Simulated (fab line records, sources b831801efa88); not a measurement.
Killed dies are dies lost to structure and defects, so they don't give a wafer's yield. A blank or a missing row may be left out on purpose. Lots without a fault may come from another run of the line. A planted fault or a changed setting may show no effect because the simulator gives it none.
fab line records | flow sky130
record lots=12 wafers=36 last_day=50
route steps=708 shown POLY_GATE@218 LDD_N@254 SD_P@324 LI_CONTACT@363 PAD_OPEN@708
lots that met no fault: from a run of the same line without faults
start_h: hours from the record's first day to the start of the lot's first wafer shown | wait_h: hours since the lot's step before | " the same as in the row above | L1.1+2: a row that stands for several wafers | - no value, or no start given | * or withheld: withheld | < > ~ a bound
route shown NAME@n: a module of which the file shows steps, and the number in the route of the first | usual: mean/standard deviation of fault-free wafers | same: alike in all rows | chamber/n: place in a boat | sites: the reading at each site | _std_site: their standard deviation | _edge_site: outer sites' mean less inner sites' | radius_mm: how far each site lies from the wafer's centre | mask NAME#n: copy n | behind: the tool/chamber that last shaped the wafer | hold: why the lot was held/for how many hours/how that ended | device: the transistor (n, p or np) that didn't switch | end of line: the same wafers' tests at the end of the route | a step without rows: its recipe alone | killed: dies lost to structure and defects at the first sort, not the wafer's yield | map: a wafer's dies, x killed, . not, _ none there
set.NAME: the setting as run; set.NAME@STEP: as run at that earlier step | model.NAME: the simulator's own value behind a step, which no gauge read
steps of the route over a sample of lots; a table a step, a row a wafer
services: from which hour (start_h, from the record's first day; less than 0 if before it) a tool's chamber was out of use, for how many hours, and why
## steps
# step SKY_POLY_GATE_THK_MEAS_04
# recipe reads=Si3N4_of_POLY_GATE_CVD_03
# usual POLY_GATE_CVD_03_THK=74.7/0.64
# columns lot.wafer tool chamber start_h wait_h POLY_GATE_CVD_03_THK[nm]
L652.1 film_metro-01 - 337.69 0.0 73.8
L652.2 " - " " 73.8
L652.6 " - " " 73.1
L653.2 film_metro-02 - 361.11 0.0 74.5
L653.5 " - " " 74.7
L653.6 " - " " 74.5
L655.1 film_metro-03 - 374.84 0.0 74.7
L655.2 " - " " 74.6
L655.3 " - " " 74.7
L657.2 film_metro-02 - 386.16 0.0 75.0
L657.3 " - " " 75.4
L657.5 " - " " 75.1
L658.1 film_metro-01 - 394.84 0.0 76.1
L658.2 " - " " 75.5
L658.4 " - " " 75.7
L659.2 film_metro-03 - 403.02 0.0 75.5
L659.3 " - " " 75.4
L659.5 " - " " 75.8
L660.1 film_metro-02 - 420.12 0.0 73.9
L660.2 " - " " 73.7
L660.4 " - " " 74.3
L661.3 film_metro-03 - 426.95 0.0 74.6
L661.5 " - " " 74.3
L661.6 " - " " 74.5
L663.3 film_metro-03 - 444.40 0.0 73.5
L663.5 " - " " 73.7
L663.6 " - " " 74.0
L665.2 film_metro-01 - 463.65 0.0 74.5
L665.3 " - " " 74.3
L665.6 " - " " 74.5
L666.2 film_metro-01 - 466.13 0.0 75.2
L666.4 " - " " 76.0
L666.5 " - " " 74.8
L674.2 film_metro-02 - 547.48 0.0 74.4
L674.3 " - " " 74.6
L674.6 " - " " 74.6
# step SKY_LDD_N_TW_MEAS_17
# usual LDD_N_TW=2612/15
# columns lot.wafer tool chamber start_h wait_h LDD_N_TW
L652.1 film_metro-02 - 398.81 0.1 2600
L652.2 " - " " 2601
L652.6 " - " " 2599
L653.2 film_metro-04 - 422.31 0.1 2624
L653.5 " - " " 2642
L653.6 " - " " 2626
L655.1 film_metro-04 - 440.21 0.1 2613
L655.2 " - " " 2634
L655.3 " - " " 2631
L657.2 film_metro-04 - 454.52 0.1 2631
L657.3 " - " " 2615
L657.5 " - " " 2608
L658.1 film_metro-03 - 461.40 0.1 2627
L658.2 " - " " 2618
L658.4 " - " " 2631
L659.2 film_metro-04 - 468.62 0.1 2612
L659.3 " - " " 2607
L659.5 " - " " 2613
L660.1 film_metro-03 - 484.36 0.1 2604
L660.2 " - " " 2616
L660.4 " - " " 2614
L661.3 film_metro-03 - 491.75 0.1 2605
L661.5 " - " " 2610
L661.6 " - " " 2601
L663.3 film_metro-04 - 510.10 0.1 2617
L663.5 " - " " 2626
L663.6 " - " " 2618
L665.2 film_metro-02 - 527.94 0.1 2620
L665.3 " - " " 2600
L665.6 " - " " 2599
L666.2 film_metro-02 - 530.56 0.1 2604
L666.4 " - " " 2604
L666.5 " - " " 2598
L674.2 film_metro-02 - 608.52 0.1 2589
L674.3 " - " " 2592
L674.6 " - " " 2596
# step SKY_SD_P_EXPOSE_04
# recipe mask_id=PSDM na=0.6 source_shape=conventional sigma_outer=0.6 polarization=unpolarized target_cd_nm=380 dose_mj=138
# usual stage_vel_mm_s=499.98/0.25
# same sigma_outer=0.6
# columns lot.wafer tool chamber start_h wait_h mask stage_vel_mm_s
L652.1 iline_stepper-02 0 565.49 - PSDM#0 500.01
L652.2 " 0 " " PSDM#0 500.15
L652.6 " 0 " " PSDM#0 500.25
L653.2 iline_stepper-02 0 589.70 - PSDM#0 499.98
L653.5 " 0 " " PSDM#0 500.16
L653.6 " 0 " " PSDM#0 499.82
L655.1 iline_stepper-02 0 607.72 - PSDM#0 499.77
L655.2 " 0 " " PSDM#0 500.08
L655.3 " 0 " " PSDM#0 499.89
L657.2 iline_stepper-01 0 620.36 - PSDM#0 499.52
L657.3 " 0 " " PSDM#0 499.79
L657.5 " 0 " " PSDM#0 499.71
L658.1 iline_stepper-02 0 630.84 - PSDM#0 499.71
L658.2 " 0 " " PSDM#0 499.83
L658.4 " 0 " " PSDM#0 500.05
L659.2 iline_stepper-02 0 634.92 - PSDM#0 500.01
L659.3 " 0 " " PSDM#0 499.98
L659.5 " 0 " " PSDM#0 499.87
L660.1 iline_stepper-02 0 648.95 - PSDM#0 499.59
L660.2 " 0 " " PSDM#0 499.89
L660.4 " 0 " " PSDM#0 499.80
L661.3 iline_stepper-01 0 658.01 - PSDM#0 500.28
L661.5 " 0 " " PSDM#0 500.09
L661.6 " 0 " " PSDM#0 500.06
L663.3 iline_stepper-02 0 671.29 - PSDM#0 499.96
L663.5 " 0 " " PSDM#0 500.34
L663.6 " 0 " " PSDM#0 499.98
L665.2 iline_stepper-01 0 687.04 - PSDM#0 500.21
L665.3 " 0 " " PSDM#0 500.15
L665.6 " 0 " " PSDM#0 500.14
L666.2 iline_stepper-02 0 689.41 - LDNTM#0 499.62
L666.4 " 0 " " LDNTM#0 500.07
L666.5 " 0 " " LDNTM#0 499.91
L674.2 iline_stepper-02 0 762.36 - PSDM#0 499.85
L674.3 " 0 " " PSDM#0 500.00
L674.6 " 0 " " PSDM#0 500.21
# step SKY_SD_P_CD_MEAS_07
# recipe target_cd_nm=380
# usual cd_nm=379.2/2.3
# columns lot.wafer tool chamber start_h wait_h cd_nm
L652.1 cd_sem-02 - 580.70 0.1 380.8
L652.2 " - " " 381.2
L652.6 " - " " 380.4
L653.2 cd_sem-02 - 604.17 0.1 380.7
L653.5 " - " " 382.4
L653.6 " - " " 381.9
L655.1 cd_sem-01 - 621.46 0.1 378.2
L655.2 " - " " 379.6
L655.3 " - " " 376.8
L657.2 cd_sem-01 - 635.09 0.1 376.1
L657.3 " - " " 376.1
L657.5 " - " " 376.7
L658.1 cd_sem-01 - 648.13 3.6 382.6
L658.2 " - " " 382.8
L658.4 " - " " 386.1
L659.2 cd_sem-01 - 649.23 1.2 377.7
L659.3 " - " " 380.7
L659.5 " - " " 378.9
L660.1 cd_sem-01 - 661.42 0.1 379.8
L660.2 " - " " 380.2
L660.4 " - " " 378.8
L661.3 cd_sem-01 - 673.26 0.1 378.0
L661.5 " - " " 381.3
L661.6 " - " " 378.1
L663.3 cd_sem-02 - 684.05 0.1 383.7
L663.5 " - " " 382.9
L663.6 " - " " 381.2
L665.2 cd_sem-02 - 700.82 0.1 376.8
L665.3 " - " " 376.9
L665.6 " - " " 378.2
L666.2 cd_sem-02 - 703.12 0.1 -
L666.4 " - " " -
L666.5 " - " " -
L674.2 cd_sem-01 - 774.54 0.1 382.0
L674.3 " - " " 381.7
L674.6 " - " " 385.3
# step SKY_SD_P_TW_MEAS_11
# usual SD_P_TW=2844/16
# columns lot.wafer tool chamber start_h wait_h hold SD_P_TW
L652.1 film_metro-03 - 581.10 0.1 - 2858
L652.2 " - " " - 2831
L652.6 " - " " - 2842
L653.2 film_metro-01 - 604.56 0.1 - 2861
L653.5 " - " " - 2826
L653.6 " - " " - 2846
L655.1 film_metro-02 - 621.87 0.1 - 2850
L655.2 " - " " - 2835
L655.3 " - " " - 2838
L657.2 film_metro-03 - 635.49 0.1 - 2856
L657.3 " - " " - 2845
L657.5 " - " " - 2853
L658.1 film_metro-03 - 648.53 0.1 - 2847
L658.2 " - " " - 2866
L658.4 " - " " - 2834
L659.2 film_metro-01 - 649.62 0.1 - 2841
L659.3 " - " " - 2825
L659.5 " - " " - 2828
L660.1 film_metro-02 - 661.83 0.1 - 2845
L660.2 " - " " - 2851
L660.4 " - " " - 2844
L661.3 film_metro-02 - 673.65 0.1 - 2838
L661.5 " - " " - 2837
L661.6 " - " " - 2841
L663.3 film_metro-01 - 684.44 0.1 - 2869
L663.5 " - " " - 2870
L663.6 " - " " - 2857
L665.2 film_metro-02 - 701.21 0.1 - 2842
L665.3 " - " " - 2823
L665.6 " - " " - 2838
L666.2 film_metro-03 - 703.52 0.1 await_dispo/0.2h/release 30
L666.4 " - " " await_dispo/0.2h/release 30
L666.5 " - " " await_dispo/0.2h/release 30
L666.2 film_metro-03 - 703.75 0.2 - 30
L666.4 " - " " - 30
L666.5 " - " " - 30
L674.2 film_metro-02 - 774.94 0.1 - 2807
L674.3 " - " " - 2829
L674.6 " - " " - 2826
# step SKY_LI_CONTACT_THK_MEAS_01
# recipe reads=PSG_of_LI_CONTACT_HDPCVD_00
# usual LI_CONTACT_HDPCVD_THK=931/9.5
# columns lot.wafer tool chamber start_h wait_h LI_CONTACT_HDPCVD_THK[nm]
L652.1 film_metro-03 - 646.83 0.1 921
L652.2 " - " " 925
L652.6 " - " " 925
L653.2 film_metro-03 - 658.57 0.1 942
L653.5 " - " " 935
L653.6 " - " " 951
L655.1 film_metro-01 - 679.56 0.1 916
L655.2 " - " " 935
L655.3 " - " " 931
L657.2 film_metro-03 - 691.91 0.1 931
L657.3 " - " " 911
L657.5 " - " " 933
L658.1 film_metro-01 - 703.10 0.1 945
L658.2 " - " " 940
L658.4 " - " " 937
L659.2 film_metro-03 - 705.92 0.1 926
L659.3 " - " " 934
L659.5 " - " " 924
L660.1 film_metro-02 - 716.96 0.1 933
L660.2 " - " " 925
L660.4 " - " " 927
L661.3 film_metro-01 - 728.90 0.1 933
L661.5 " - " " 922
L661.6 " - " " 940
L663.3 film_metro-02 - 739.66 0.1 946
L663.5 " - " " 937
L663.6 " - " " 945
L665.2 film_metro-01 - 757.94 0.1 921
L665.3 " - " " 932
L665.6 " - " " 909
L674.2 film_metro-01 - 827.37 0.1 918
L674.3 " - " " 939
L674.6 " - " " 950
# step SKY_PAD_OPEN_PROBE_99
# usual defect_limited_yield=82.5/2.1 killed_at_M0_to_M3=43/7.7 killed_at_M4_up=2.9/1.9 killed_at_contacts=24/5.9 killed_at_front_end=16/5.1 killed_at_other=0.3/0.63 killed_dies=86/10 killed_open=47/7.6 killed_short=39/6.8 sort_bin_3_pad_short=0.8/0.44 sort_bin_5_function=10.4/1.6 sort_bin_6_memory=6.3/1.1 sort_n_pass=406/10 sort_yield_pct=82.5/2.1
# same gross_dies=492 killed_at_back_side=0 sort_bin_4_leakage[%]=0 sort_bin_8_speed[%]=0
# columns lot.wafer tool chamber start_h wait_h defect_limited_yield[%] killed_at_M0_to_M3 killed_at_M4_up killed_at_contacts killed_at_front_end killed_at_other killed_dies killed_open killed_short sort_bin_3_pad_short[%] sort_bin_5_function[%] sort_bin_6_memory[%] sort_n_pass sort_yield_pct[%]
L653.2 prober-01 - 1083.72 0.1 78.0 69 2 19 18 0 108 56 52 1.0 12.4 8.5 384 78.0
L653.5 prober-01 - 1083.87 0.2 78.9 42 4 35 22 1 104 64 40 0.8 11.8 8.5 388 78.9
L653.6 prober-01 - 1083.92 0.2 83.3 43 2 25 12 0 82 48 34 0.8 8.7 7.1 410 83.3
L657.2 prober-01 - 1103.85 0.1 78.5 57 0 30 19 0 106 56 49 1.4 10.6 9.6 386 78.5
L657.3 prober-01 - 1103.90 0.2 84.8 42 4 17 12 0 75 42 33 0.4 8.9 5.9 417 84.8
L657.5 prober-01 - 1104.00 0.2 83.7 45 1 20 14 0 80 46 34 1.2 9.8 5.3 412 83.7
L663.3 prober-01 - 1145.76 0.2 81.7 39 5 20 25 1 90 47 41 1.4 9.3 7.5 402 81.7
L663.5 prober-01 - 1145.86 0.2 83.9 41 3 17 18 0 79 39 40 0.4 11.0 4.7 413 83.9
L663.6 prober-01 - 1145.91 0.2 81.1 35 6 26 26 0 93 50 43 0.6 11.0 7.3 399 81.1
# killed by level:class
L653.2 METAL1:geometric_particle:short=15 VIA1:geometric_particle:open=10 VIA2:geometric_particle:open=9 LI_CONTACT:geometric_particle:open=8 VIA1:geometric_particle:short=8 CONTACT:geometric_particle:open=7 FIELD_ISO:geometric_particle:open=6 VIA3:geometric_particle:short=6
L653.5 CONTACT:geometric_particle:open=14 LI_CONTACT:geometric_particle:open=12 VIA1:geometric_particle:open=10 FIELD_ISO:geometric_particle:short=7 VIA2:geometric_particle:open=7 POLY_GATE:geometric_particle:open=6 METAL1:geometric_particle:short=6 VIA1:geometric_particle:short=5
L653.6 VIA1:geometric_particle:open=13 VIA3:geometric_particle:open=9 CONTACT:geometric_particle:open=8 LI_CONTACT:geometric_particle:open=7 CONTACT:geometric_particle:short=5 LOCAL_INTERCONNECT:geometric_particle:short=4 VIA3:geometric_particle:short=4 METAL1:geometric_particle:short=3
L657.2 VIA1:geometric_particle:open=17 CONTACT:geometric_particle:open=14 METAL2:geometric_particle:short=8 FIELD_ISO:geometric_particle:short=7 VIA2:geometric_particle:open=7 CONTACT:geometric_particle:short=7 LOCAL_INTERCONNECT:geometric_particle:short=6 POLY_GATE:geometric_particle:open=4
L657.3 VIA2:geometric_particle:open=10 VIA1:geometric_particle:open=9 CONTACT:geometric_particle:open=7 METAL1:geometric_particle:short=7 CONTACT:geometric_particle:short=4 FIELD_ISO:geometric_particle:short=3 LI_CONTACT:geometric_particle:open=3 POLY_GATE:geometric_particle:open=3
L657.5 VIA1:geometric_particle:open=12 METAL1:geometric_particle:short=8 CONTACT:geometric_particle:open=7 FIELD_ISO:geometric_particle:open=6 CONTACT:geometric_particle:short=5 VIA3:geometric_particle:open=5 LI_CONTACT:geometric_particle:open=4 LOCAL_INTERCONNECT:geometric_particle:short=4
L663.3 VIA2:geometric_particle:open=7 CONTACT:geometric_particle:open=7 FIELD_ISO:geometric_particle:open=6 POLY_GATE:geometric_particle:short=6 METAL1:geometric_particle:short=6 FIELD_ISO:geometric_particle:short=5 LI_CONTACT:geometric_particle:open=5 VIA1:geometric_particle:open=5
L663.5 VIA1:geometric_particle:open=11 METAL1:geometric_particle:short=7 VIA3:geometric_particle:open=7 FIELD_ISO:geometric_particle:short=6 FIELD_ISO:geometric_particle:open=5 CONTACT:geometric_particle:short=5 POLY_GATE:geometric_particle:short=4 LI_CONTACT:geometric_particle:open=4
L663.6 CONTACT:geometric_particle:open=15 FIELD_ISO:geometric_particle:short=8 POLY_GATE:geometric_particle:short=7 VIA3:geometric_particle:open=7 LI_CONTACT:geometric_particle:open=5 VIA2:geometric_particle:open=5 VIA1:geometric_particle:open=5 METAL2:geometric_particle:short=5
## services
# columns tool chamber start_h hours kind
iline_stepper-02 - 542.26 7.0 repair
iline_stepper-01 - 573.22 12.1 repair
iline_stepper-01 - 591.59 2.1 pm
iline_stepper-01 - 593.67 - consumable_replace:lamp
iline_stepper-02 0 594.26 - calibration
iline_stepper-02 - 675.59 11.1 repair
iline_stepper-01 - 689.39 1.7 pm
iline_stepper-01 0 690.28 - calibration
iline_stepper-02 - 691.06 1.7 pm
iline_stepper-01 - 731.16 3.8 repair
## key
first_sign step=SKY_SD_P_EXPOSE_04 reading=mask direction=changed
effect step=SKY_SD_P_CD_MEAS_07 reading=cd_nm direction=missing
effect step=SKY_SD_P_TW_MEAS_11 reading=visit direction=added
effect step=SKY_SD_P_TW_MEAS_11 reading=SD_P_TW direction=down sigmas=99+ usual=2844 struck=30
met_at SKY_SD_P_EXPOSE_04
struck_lots L666
scrapped_behind SKY_SD_P_TW_MEAS_11 L666.2,L666.4,L666.5
not_acting_at SKY_POLY_GATE_THK_MEAS_04,SKY_LDD_N_TW_MEAS_17,SKY_LI_CONTACT_THK_MEAS_01
onset_between 671.29 689.41
fault kind=wrong_mask tool=any chamber=- onset_h=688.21 steps=SKY_SD_P_EXPOSE_04 aux_copy=LDNTM#0 scope=struck_lots_only
